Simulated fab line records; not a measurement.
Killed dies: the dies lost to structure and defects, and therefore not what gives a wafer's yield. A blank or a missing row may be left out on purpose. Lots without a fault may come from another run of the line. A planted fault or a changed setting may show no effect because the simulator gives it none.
Which tool is to blame?    flow gf180mcu    12 lots (36 wafers sampled), 1 step of a 602-step route

== WHAT THE GAUGES SHOWED, per wafer ==
GF_VT_IMPLANT_TW_MEAS_32.
lot   measured      on             VT_IMPLANT_3_TW
L075  day 7 00:31   film_metro-04  269.5 267.6 266.9
L077  day 7 15:52   film_metro-01  273.1 271.9 271.0
L079  day 8 03:59   film_metro-01  270.0 268.6 268.7
L081  day 8 15:52   film_metro-04  265.6 267.8 265.0
L083  day 9 05:43   film_metro-04  265.0 265.6 266.9
L085  day 9 20:40   film_metro-03  264.8 266.1 266.0
L087  day 10 12:53  film_metro-01  270.8 273.1 271.0
L089  day 11 00:58  film_metro-01  272.3 270.3 271.7
L091  day 11 11:02  film_metro-01  271.8 271.7 272.9
L093  day 12 00:52  film_metro-03  269.9 268.7 268.0
L095  day 12 09:43  film_metro-03  267.2 267.6 268.0
L097  day 13 10:01  film_metro-04  268.5 267.4 266.0

== WHICH TOOL RAN EACH LOT (tool, then ch and the chambers of the sampled wafers, then the start) ==
There is no process step in the record ahead of these readings.

== THE ANSWER, worked out from the rows above alone ==
Rule: the usual values come from the lots themselves. Put in order of their means at a reading, lots are off if they are a third of the lots or fewer, leave a main group of 4 or more, and stand apart from it by a gap of 3 or more times the standard deviation of the main group's means; of several such gaps the widest counts. If all means in a main group match to the digits the tables above print for the reading, that group is not used. Also off: a lot with no number at a reading for which 4 or more lots have one. Where the step has rows for the other lots, those lots are counted as sound.
No lot is off on any of the readings shown, so nothing can be concluded from this.

== WHAT WAS PUT IN BY THE SIMULATOR ==
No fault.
